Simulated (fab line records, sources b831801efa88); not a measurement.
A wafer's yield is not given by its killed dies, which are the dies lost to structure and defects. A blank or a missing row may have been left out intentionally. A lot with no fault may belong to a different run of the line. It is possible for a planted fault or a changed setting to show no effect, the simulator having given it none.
What tool caused it? || flow gf180mcu || 11 lots with 33 wafers sampled at 7 steps, on a route of 602 steps

WHAT EACH GAUGE READ, for each wafer
GF_VT_IMPLANT_RS_MEAS_47: the measuring method here is four-point-probe.
{"lot": "L771", "measured": "day 7 19:47", "on": "film-metro-02", "NWELL_RS (ohm/sq)": "489.6 489.2 488.6"}
{"lot": "L772", "measured": "day 8 01:31", "on": "film-metro-02", "NWELL_RS (ohm/sq)": "487.1 487.8 487.1"}
{"lot": "L774", "measured": "day 9 00:46", "on": "film-metro-01", "NWELL_RS (ohm/sq)": "487.8 487.7 488.6"}
{"lot": "L775", "measured": "day 9 03:33", "on": "film-metro-02", "NWELL_RS (ohm/sq)": "491.0 489.2 488.4"}
{"lot": "L783", "measured": "day 11 07:40", "on": "film-metro-01", "NWELL_RS (ohm/sq)": "487.0 485.6 486.1"}
{"lot": "L785", "measured": "day 11 20:27", "on": "film-metro-04", "NWELL_RS (ohm/sq)": "488.9 487.8 486.2"}
{"lot": "L786", "measured": "day 12 01:09", "on": "film-metro-02", "NWELL_RS (ohm/sq)": "488.4 488.2 487.8"}
{"lot": "L788", "measured": "day 12 13:06", "on": "film-metro-01", "NWELL_RS (ohm/sq)": "485.2 485.6 485.4"}
{"lot": "L790", "measured": "day 13 02:40", "on": "film-metro-01", "NWELL_RS (ohm/sq)": "488.1 488.2 487.4"}
{"lot": "L791", "measured": "day 13 09:15", "on": "film-metro-02", "NWELL_RS (ohm/sq)": "487.3 486.8 486.6"}
{"lot": "L792", "measured": "day 13 17:18", "on": "film-metro-02", "NWELL_RS (ohm/sq)": "489.5 489.9 488.7"}

GF_HV_LDD_CD_MEAS_31: the cd target is 400 nm.
{"lot": "L771", "measured": "day 11 19:58", "on": "cd-sem-02", "cd-nm (nm)": "393.6 395.2 396.9"}
{"lot": "L772", "measured": "day 12 02:44", "on": "cd-sem-02", "cd-nm (nm)": "397.5 399.7 399.0"}
{"lot": "L774", "measured": "day 13 03:35", "on": "cd-sem-01", "cd-nm (nm)": "394.1 395.8 395.3"}
{"lot": "L775", "measured": "day 13 09:46", "on": "cd-sem-02", "cd-nm (nm)": "- - -"}
{"lot": "L783", "measured": "day 15 23:56", "on": "cd-sem-02", "cd-nm (nm)": "404.2 405.9 405.4"}
{"lot": "L785", "measured": "day 16 14:08", "on": "cd-sem-01", "cd-nm (nm)": "400.9 401.7 402.8"}
{"lot": "L786", "measured": "day 16 18:35", "on": "cd-sem-01", "cd-nm (nm)": "396.9 399.2 397.1"}
{"lot": "L788", "measured": "day 17 10:18", "on": "cd-sem-01", "cd-nm (nm)": "397.9 399.0 399.0"}
{"lot": "L790", "measured": "day 18 00:42", "on": "cd-sem-01", "cd-nm (nm)": "398.5 397.5 399.8"}
{"lot": "L791", "measured": "day 18 09:53", "on": "cd-sem-02", "cd-nm (nm)": "403.9 403.7 401.9"}
{"lot": "L792", "measured": "day 18 14:49", "on": "cd-sem-02", "cd-nm (nm)": "398.4 398.8 399.1"}

GF_HV_LDD_TW_MEAS_38.
{"lot": "L771", "measured": "day 11 20:49", "on": "film-metro-01", "HV_LDD_3_TW": "1423 1430 1422"}
{"lot": "L772", "measured": "day 12 03:35", "on": "film-metro-02", "HV_LDD_3_TW": "1436 1444 1445"}
{"lot": "L774", "measured": "day 13 04:25", "on": "film-metro-01", "HV_LDD_3_TW": "1429 1433 1441"}
{"lot": "L775", "measured": "day 13 10:38", "on": "film-metro-01", "HV_LDD_3_TW": "30 30 30"}
{"lot": "L783", "measured": "day 16 00:47", "on": "film-metro-01", "HV_LDD_3_TW": "1448 1441 1447"}
{"lot": "L785", "measured": "day 16 14:59", "on": "film-metro-04", "HV_LDD_3_TW": "1413 1420 1416"}
{"lot": "L786", "measured": "day 16 19:26", "on": "film-metro-04", "HV_LDD_3_TW": "1414 1424 1421"}
{"lot": "L788", "measured": "day 17 11:08", "on": "film-metro-02", "HV_LDD_3_TW": "1426 1421 1431"}
{"lot": "L790", "measured": "day 18 01:32", "on": "film-metro-01", "HV_LDD_3_TW": "1443 1446 1436"}
{"lot": "L791", "measured": "day 18 10:44", "on": "film-metro-04", "HV_LDD_3_TW": "1410 1409 1407"}
{"lot": "L792", "measured": "day 18 15:39", "on": "film-metro-01", "HV_LDD_3_TW": "1453 1445 1442"}

GF_HV_LDD_TW_MEAS_50.
{"lot": "L771", "measured": "day 12 16:14", "on": "film-metro-01", "HV_LDD_4_TW": "569 567 568"}
{"lot": "L772", "measured": "day 12 21:57", "on": "film-metro-04", "HV_LDD_4_TW": "563 561 563"}
{"lot": "L774", "measured": "day 14 00:40", "on": "film-metro-02", "HV_LDD_4_TW": "570 572 574"}
{"lot": "L775", "measured": "day 14 07:04", "on": "film-metro-04", "HV_LDD_4_TW": "1443 1445 1445"}
{"lot": "L783", "measured": "day 16 23:29", "on": "film-metro-04", "HV_LDD_4_TW": "562 567 563"}
{"lot": "L785", "measured": "day 17 13:38", "on": "film-metro-01", "HV_LDD_4_TW": "577 573 575"}
{"lot": "L786", "measured": "day 17 18:50", "on": "film-metro-04", "HV_LDD_4_TW": "563 558 564"}
{"lot": "L788", "measured": "day 18 10:42", "on": "film-metro-04", "HV_LDD_4_TW": "561 556 561"}
{"lot": "L790", "measured": "day 19 01:35", "on": "film-metro-01", "HV_LDD_4_TW": "571 571 570"}
{"lot": "L791", "measured": "day 19 11:32", "on": "film-metro-04", "HV_LDD_4_TW": "558 561 558"}
{"lot": "L792", "measured": "day 19 16:45", "on": "film-metro-02", "HV_LDD_4_TW": "571 572 572"}

TOOL THAT RAN EACH LOT (tool first, then ch and the chambers of the sampled wafers, then the start)
{"lot": "L771", "GF_STI_ETCH_13": "rie-diel-03 ch 2,3, day 2 06:52", "GF_STI_ETCH_14": "rie-si-01 ch 1,2,3, day 2 06:57", "GF_HV_LDD_EXPOSE_28": "iline-stepper-02 ch 0, day 11 10:26"}
{"lot": "L772", "GF_STI_ETCH_13": "rie-diel-04 ch 0,1,3, day 2 10:54", "GF_STI_ETCH_14": "rie-si-02 ch 0,1,3, day 2 10:59", "GF_HV_LDD_EXPOSE_28": "iline-stepper-01 ch 0, day 11 17:22"}
{"lot": "L774", "GF_STI_ETCH_13": "rie-diel-04 ch 1,2, day 2 23:37", "GF_STI_ETCH_14": "rie-si-02 ch 0,1,2, day 2 23:42", "GF_HV_LDD_EXPOSE_28": "iline-stepper-02 ch 0, day 12 18:33"}
{"lot": "L775", "GF_STI_ETCH_13": "rie-diel-04 ch 0,3, day 3 03:09", "GF_STI_ETCH_14": "rie-si-01 ch 0,1,2, day 3 03:14", "GF_HV_LDD_EXPOSE_28": "iline-stepper-01 ch 0, day 12 23:48"}
{"lot": "L783", "GF_STI_ETCH_13": "rie-diel-03 ch 0,1,3, day 4 19:30", "GF_STI_ETCH_14": "rie-si-01 ch 0,1,2, day 4 19:35", "GF_HV_LDD_EXPOSE_28": "iline-stepper-01 ch 0, day 15 12:40"}
{"lot": "L785", "GF_STI_ETCH_13": "rie-diel-01 ch 0,1,2, day 5 06:57", "GF_STI_ETCH_14": "rie-si-01 ch 0,1,3, day 5 07:02", "GF_HV_LDD_EXPOSE_28": "iline-stepper-02 ch 0, day 16 03:20"}
{"lot": "L786", "GF_STI_ETCH_13": "rie-diel-01 ch 0,1,2, day 5 11:48", "GF_STI_ETCH_14": "rie-si-02 ch 1,2,3, day 5 11:53", "GF_HV_LDD_EXPOSE_28": "iline-stepper-02 ch 0, day 16 08:23"}
{"lot": "L788", "GF_STI_ETCH_13": "rie-diel-03 ch 0,3, day 5 22:12", "GF_STI_ETCH_14": "rie-si-02 ch 0,2,3, day 5 22:17", "GF_HV_LDD_EXPOSE_28": "iline-stepper-02 ch 0, day 16 22:49"}
{"lot": "L790", "GF_STI_ETCH_13": "rie-diel-04 ch 1,2,3, day 6 08:39", "GF_STI_ETCH_14": "rie-si-02 ch 0,1, day 6 08:44", "GF_HV_LDD_EXPOSE_28": "iline-stepper-02 ch 0, day 17 12:30"}
{"lot": "L791", "GF_STI_ETCH_13": "rie-diel-04 ch 1,2,3, day 6 13:49", "GF_STI_ETCH_14": "rie-si-01 ch 1,2,3, day 6 13:53", "GF_HV_LDD_EXPOSE_28": "iline-stepper-01 ch 0, day 17 22:11"}
{"lot": "L792", "GF_STI_ETCH_13": "rie-diel-04 ch 1,3, day 6 18:12", "GF_STI_ETCH_14": "rie-si-02 ch 0,1,2, day 6 18:17", "GF_HV_LDD_EXPOSE_28": "iline-stepper-01 ch 0, day 18 03:21"}
- GF_STI_ETCH_13: etches the open film in CHF3/O2, stops on Si, target depth 282.31 nm, time 112.9 s.
- GF_STI_ETCH_14: etches Si in HBr/Cl2/O2, target depth 360 nm, time 102.9 s.
- GF_HV_LDD_EXPOSE_28: exposes mask Nplus HV AREA, target cd 400 nm.

AS READ BY THE TOOLS THEMSELVES (means over the sampled wafers that have a number; for cases with no such wafer, the mark the record gives instead)
GF_STI_ETCH_13.
{"lot": "L771", "tool": "rie-diel-03", "drypump-motor-current-A (A)": 5.8, "oes-product-au (a.u.)": 0.824, "rf-fwd-power-W (W)": 598.6, "throttle-valve-pct (%)": 8.808}
{"lot": "L772", "tool": "rie-diel-04", "drypump-motor-current-A (A)": 5.9, "oes-product-au (a.u.)": 0.830, "rf-fwd-power-W (W)": 596.4, "throttle-valve-pct (%)": 8.804}
{"lot": "L774", "tool": "rie-diel-04", "drypump-motor-current-A (A)": 5.7, "oes-product-au (a.u.)": 0.815, "rf-fwd-power-W (W)": 598.7, "throttle-valve-pct (%)": 8.808}
{"lot": "L775", "tool": "rie-diel-04", "drypump-motor-current-A (A)": 5.7, "oes-product-au (a.u.)": 0.833, "rf-fwd-power-W (W)": 595.5, "throttle-valve-pct (%)": 8.811}
{"lot": "L783", "tool": "rie-diel-03", "drypump-motor-current-A (A)": 5.8, "oes-product-au (a.u.)": 0.830, "rf-fwd-power-W (W)": 596.2, "throttle-valve-pct (%)": 8.811}
{"lot": "L785", "tool": "rie-diel-01", "drypump-motor-current-A (A)": 5.8, "oes-product-au (a.u.)": 0.825, "rf-fwd-power-W (W)": 598.3, "throttle-valve-pct (%)": 8.805}
{"lot": "L786", "tool": "rie-diel-01", "drypump-motor-current-A (A)": 5.8, "oes-product-au (a.u.)": 0.835, "rf-fwd-power-W (W)": 596.0, "throttle-valve-pct (%)": 8.809}
{"lot": "L788", "tool": "rie-diel-03", "drypump-motor-current-A (A)": 5.7, "oes-product-au (a.u.)": 0.835, "rf-fwd-power-W (W)": 595.6, "throttle-valve-pct (%)": 8.817}
{"lot": "L790", "tool": "rie-diel-04", "drypump-motor-current-A (A)": 5.6, "oes-product-au (a.u.)": 0.835, "rf-fwd-power-W (W)": 598.7, "throttle-valve-pct (%)": 8.806}
{"lot": "L791", "tool": "rie-diel-04", "drypump-motor-current-A (A)": 5.6, "oes-product-au (a.u.)": 0.832, "rf-fwd-power-W (W)": 597.6, "throttle-valve-pct (%)": 8.810}
{"lot": "L792", "tool": "rie-diel-04", "drypump-motor-current-A (A)": 5.4, "oes-product-au (a.u.)": 0.827, "rf-fwd-power-W (W)": 598.1, "throttle-valve-pct (%)": 8.815}

GF_STI_ETCH_14.
{"lot": "L771", "tool": "rie-si-01", "drypump-motor-current-A (A)": 6.0, "oes-product-au (a.u.)": 0.992, "rf-fwd-power-W (W)": 596.1, "throttle-valve-pct (%)": 25.661}
{"lot": "L772", "tool": "rie-si-02", "drypump-motor-current-A (A)": 5.3, "oes-product-au (a.u.)": 0.997, "rf-fwd-power-W (W)": 595.7, "throttle-valve-pct (%)": 25.665}
{"lot": "L774", "tool": "rie-si-02", "drypump-motor-current-A (A)": 5.5, "oes-product-au (a.u.)": 0.988, "rf-fwd-power-W (W)": 596.2, "throttle-valve-pct (%)": 25.666}
{"lot": "L775", "tool": "rie-si-01", "drypump-motor-current-A (A)": 5.7, "oes-product-au (a.u.)": 1.003, "rf-fwd-power-W (W)": 595.0, "throttle-valve-pct (%)": 25.653}
{"lot": "L783", "tool": "rie-si-01", "drypump-motor-current-A (A)": 5.7, "oes-product-au (a.u.)": 1.004, "rf-fwd-power-W (W)": 595.1, "throttle-valve-pct (%)": 25.658}
{"lot": "L785", "tool": "rie-si-01", "drypump-motor-current-A (A)": 6.0, "oes-product-au (a.u.)": 1.003, "rf-fwd-power-W (W)": 594.2, "throttle-valve-pct (%)": 25.652}
{"lot": "L786", "tool": "rie-si-02", "drypump-motor-current-A (A)": 5.6, "oes-product-au (a.u.)": 0.999, "rf-fwd-power-W (W)": 595.9, "throttle-valve-pct (%)": 25.663}
{"lot": "L788", "tool": "rie-si-02", "drypump-motor-current-A (A)": 5.4, "oes-product-au (a.u.)": 0.980, "rf-fwd-power-W (W)": 595.8, "throttle-valve-pct (%)": 25.676}
{"lot": "L790", "tool": "rie-si-02", "drypump-motor-current-A (A)": 5.2, "oes-product-au (a.u.)": 0.986, "rf-fwd-power-W (W)": 596.9, "throttle-valve-pct (%)": 25.670}
{"lot": "L791", "tool": "rie-si-01", "drypump-motor-current-A (A)": 6.0, "oes-product-au (a.u.)": 0.996, "rf-fwd-power-W (W)": 594.9, "throttle-valve-pct (%)": 25.669}
{"lot": "L792", "tool": "rie-si-02", "drypump-motor-current-A (A)": 5.4, "oes-product-au (a.u.)": 0.992, "rf-fwd-power-W (W)": 596.1, "throttle-valve-pct (%)": 25.669}

GF_HV_LDD_EXPOSE_28.
{"lot": "L771", "tool": "iline-stepper-02", "reticle-temp-C (C)": 22.95, "stage-vel-mm-s (mm/s)": 499.85}
{"lot": "L772", "tool": "iline-stepper-01", "reticle-temp-C (C)": 22.95, "stage-vel-mm-s (mm/s)": 499.98}
{"lot": "L774", "tool": "iline-stepper-02", "reticle-temp-C (C)": 22.96, "stage-vel-mm-s (mm/s)": 500.11}
{"lot": "L775", "tool": "iline-stepper-01", "reticle-temp-C (C)": 22.99, "stage-vel-mm-s (mm/s)": 500.31}
{"lot": "L783", "tool": "iline-stepper-01", "reticle-temp-C (C)": 23.16, "stage-vel-mm-s (mm/s)": 500.05}
{"lot": "L785", "tool": "iline-stepper-02", "reticle-temp-C (C)": 23.01, "stage-vel-mm-s (mm/s)": 500.00}
{"lot": "L786", "tool": "iline-stepper-02", "reticle-temp-C (C)": 23.02, "stage-vel-mm-s (mm/s)": 500.15}
{"lot": "L788", "tool": "iline-stepper-02", "reticle-temp-C (C)": 22.97, "stage-vel-mm-s (mm/s)": 500.13}
{"lot": "L790", "tool": "iline-stepper-02", "reticle-temp-C (C)": 23.04, "stage-vel-mm-s (mm/s)": 499.92}
{"lot": "L791", "tool": "iline-stepper-01", "reticle-temp-C (C)": 22.94, "stage-vel-mm-s (mm/s)": 499.91}
{"lot": "L792", "tool": "iline-stepper-01", "reticle-temp-C (C)": 22.98, "stage-vel-mm-s (mm/s)": 500.04}

THE ANSWER, worked out from the rows above alone
Rule: the lots themselves supply what counts as usual. The widest of any qualifying gaps counts: lots, ordered by their means at a reading, are off when they make up no more than a third of the lots, leave a main group of 4 or more, and stand apart from it by 3 or more times the standard deviation of that group's means. A main group is skipped when, at the precision printed for the reading in the tables above, its means are all equal. Also off: a lot with no number at a reading for which 4 or more lots have one. The other lots that the step has rows for count as sound. Order of review: gauges by route order, followed by the tools' own readings, for which a lot's mean as printed above is used. At the first step where some lot is off, the reading lying furthest off is the one used; lots without a number count as furthest.
Off: L775, at GF_HV_LDD_CD_MEAS_31 (cd-nm). Without a number there: L775. The main group: mean 399.3 nm, standard deviation 3.1.
If a tool, at a process step before that reading, ran all the lots that are off and no sound lot after the first of them, it fits. The gauges at GF_HV_LDD_CD_MEAS_31 aren't tried: what is off there is off at GF_HV_LDD_TW_MEAS_38 too, on other tools, and a gauge's error can't cause that. Not one of the candidates tried fits.

WHAT HAD BEEN PUT IN BY THE SIMULATOR
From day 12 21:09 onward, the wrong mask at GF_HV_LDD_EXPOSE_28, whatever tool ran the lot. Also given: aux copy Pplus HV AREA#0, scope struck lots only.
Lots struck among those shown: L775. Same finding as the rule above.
